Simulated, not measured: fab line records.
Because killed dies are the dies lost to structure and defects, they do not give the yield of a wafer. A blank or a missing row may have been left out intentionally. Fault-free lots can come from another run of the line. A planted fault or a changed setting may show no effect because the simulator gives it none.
Struck lot and sound lot, side by side / flow gf180mcu / 19 out of 602 route steps
Sound: the wafers L360.1, L360.3, L360.6. Wafers struck: L371.4, L371.5, L371.6. The cause comes at the end.
Order at every step that has rows: each side's tool, ch and its chambers, its first start. Under that, the readings that differ: sound wafers / struck wafers / difference of the means / sigmas: that difference in standard deviations of wafers without a fault.
alike: readings whose means differ by less than 2 such deviations, and words and numbers that are the same on both sides. not compared: withheld readings, readings that some wafer has no value for, bounds like >300 that may hide the same value, and numbers for which the record gives no deviation and whose values overlap.
Wherever a step has rows on one side only, a row that says differs or no value, or a row with sigmas, the two part there. When numbers do not overlap yet have no deviation, they are printed without sigmas and do not part them. A reading missing from all wafers of one side parts the sides only when that side holds two or more wafers.

GF_M5_STRIP_11: strips in O2/N2.
  sound on plasma asher-01 ch 0,1, day 27 16:42; struck on plasma asher-03 ch 0,1, day 30 14:13
  alike: drypump motor current A, heater power w, oes product au, platen temp c, strip time to endpoint s
  not compared: rf hours counter h
then, 3 steps without rows for these wafers: GF_M5_STRIP_12 (strips in post etch residue remover, time 1200 s); GF_M5_CLEAN_13 (cleans in DIW); GF_V5_CVD_00 (deposits SiO2, target thk 300 nm, time 50 s).
GF_V5_THK_MEAS_01:
  struck on film metro-02, day 30 14:48; sound on film metro-02, day 27 17:17
  alike: V5_CVD_00_THK
GF_V5_CVD_02: deposits SiO2 from TEOS, target thk 1450 nm, time 163.28 s.
  sound on pecvd-04 ch 0,1,2, day 27 17:20; struck on pecvd-04 ch 0,1,2, day 30 14:53
  alike: heater power w
GF_V5_THK_MEAS_03:
  struck on film metro-01, day 30 14:58; sound on film metro-03, day 27 17:27
  alike: V5_CVD_02_THK
GF_V5_CMP_04: polishes SiO2.
  sound on cmp-02 ch 1,2,3, day 27 17:34; struck on cmp-02 ch 1,2, day 30 15:05
  alike: motor current A, retaining ring pressure frac
GF_V5_BOW_MEAS_05:
  struck on film metro-01, day 30 15:24; sound on film metro-03, day 27 17:49
  alike: V5_BOW
then, 3 steps without rows for these wafers: GF_V5_DEHYDRATE_06 (time 60 s); GF_V5_HMDS_07 (prime time 60 s); GF_V5_COAT_08.
GF_V5_COAT_09: resist thk 1000 nm.
  sound on litho track-01 ch 0, day 28 03:00; struck on litho track-01 ch 0, day 31 00:00
reading=model.KrF_of_V5_COAT_09.thk nm (nm); sound=994 996 995.7; struck=1018 1017 1016; difference=+22; sigmas=
then, 3 steps without rows for these wafers: GF_V5_SOFTBAKE_10 (time 60 s); GF_V5_EXPOSE_11 (exposes mask Via5, target cd 260 nm); GF_V5_PEB_12 (peb time 90 s).
GF_V5_DEVELOP_13: develop time 60 s.
  sound on litho track-03 ch 0, day 28 13:35; struck on litho track-02 ch 0, day 31 08:56
reading=model.KrF_of_V5_COAT_09.thk nm (nm); sound=979.1 981.1 980.7; struck=1003 1002 1001; difference=+22; sigmas=
GF_V5_CD_MEAS_14 targets a cd of 260 nm.
  struck on cd sem-02, day 31 09:04; sound on cd sem-01, day 28 13:44
  alike: cd nm
following that, these wafers have no rows for 1 step: GF_PASSIVATION_PROBE_99.

WHERE THEY PART
Nowhere in this record.

WHY: what had been put in by the simulator
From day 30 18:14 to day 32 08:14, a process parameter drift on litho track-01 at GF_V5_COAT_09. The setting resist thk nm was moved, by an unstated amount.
